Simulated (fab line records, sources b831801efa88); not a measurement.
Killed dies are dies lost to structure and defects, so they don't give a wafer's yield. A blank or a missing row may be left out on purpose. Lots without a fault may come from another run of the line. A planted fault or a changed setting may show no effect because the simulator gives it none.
One fault seen from 2 desks | flow gf180mcu | each desk has only its own numbers; what lay behind them comes last

THE METROLOGY DESK
What the gauges read, lot by lot, whatever tool the lot ran on: means of the sampled wafers that have a number. A lot is out of limits, marked OUT, if its mean lies more than 4 standard deviations from the usual mean; the brackets give that distance.
Columns: A = MVPSD_OVL at GF_MVPSD_OVL_MEAS_07, usual 0.6 nm; B = cd_nm at GF_PSD_CD_MEAS_07, usual 400.2 nm; C = cd_nm at GF_M2_CD_MEAS_14, usual 280.5 nm
lot  | first seen here | A    | B     | C
L850 | day 5 03:07     | 1.9  | 398.4 | 281.3
L852 | day 5 11:34     | 1.3  | 403.0 | 280.9
L854 | day 5 23:27     | -0.1 | 398.6 | 280.1
L856 | day 6 11:38     | 2.0  | 397.2 | 282.3
L857 | day 6 17:40     | 1.2  | 400.6 | 280.8
L858 | day 7 01:16     | 1.0  | 401.3 | 279.5
L862 | day 8 00:03     | 0.4  | 401.9 | 280.3
L863 | day 8 04:58     | -1.4 | 401.1 | 280.0
L866 | day 9 00:19     | -0.0 | 399.5 | 279.4
L867 | day 9 04:20     | 0.8  | 397.5 | 281.1
L869 | day 9 21:08     | 0.0  | 400.4 | 281.3
L871 | day 10 08:40    | 1.5  | 401.5 | 277.7
L872 | day 10 14:25    | 1.4  | 402.0 | 280.4
L873 | day 10 21:13    | 1.9  | 399.1 | 280.2
This desk's finding: nothing out of limits on any of the 14 lots.

THE TOOL OWNER'S DESK: litho_track-01
The tool's own readings at GF_VT_IMPLANT_DEVELOP_06 (develop time 60 s): means of the sampled wafers that have a number, for each lot that ran on this tool. A lot is out of limits, marked OUT, if its mean lies more than 4 standard deviations from the usual mean; the brackets give that distance.
Columns: A = chill_plate_temp_C at GF_VT_IMPLANT_DEVELOP_06, usual 23.01 C; B = developer_temp_C at GF_VT_IMPLANT_DEVELOP_06, usual 23.00 C
lot  | first seen here | A     | B
L856 | day 7 03:34     | 23.00 | 22.08 (-9.4) OUT
L858 | day 7 16:46     | 23.00 | 22.01 (-10) OUT
L869 | day 10 14:37    | 22.95 | 22.87
L871 | day 11 02:55    | 22.95 | 22.86
L872 | day 11 08:28    | 23.16 | 23.02
This desk's finding: out of limits on L856, L858; first on L856, day 7 03:34 (developer_temp_C at GF_VT_IMPLANT_DEVELOP_06). In limits: L869, L871, L872.

PUT TOGETHER
The tool owner's desk could have raised an alarm at day 7 03:34, on L856, L858.
The metrology desk saw nothing out of limits.
The metrology desk has L856, L858 on record, within its limits.
Of the lots named, all ran GF_VT_IMPLANT_DEVELOP_06 on litho_track-01.

WHAT THE SIMULATOR HAD PUT IN
Process parameter drift: litho_track-01, from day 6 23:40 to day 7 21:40, at GF_VT_IMPLANT_DEVELOP_06. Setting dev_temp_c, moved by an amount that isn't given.
Lots struck among those shown: L856, L858.
Hours from the fault's start to each desk's first reading out of limits: the tool owner's desk, 4.
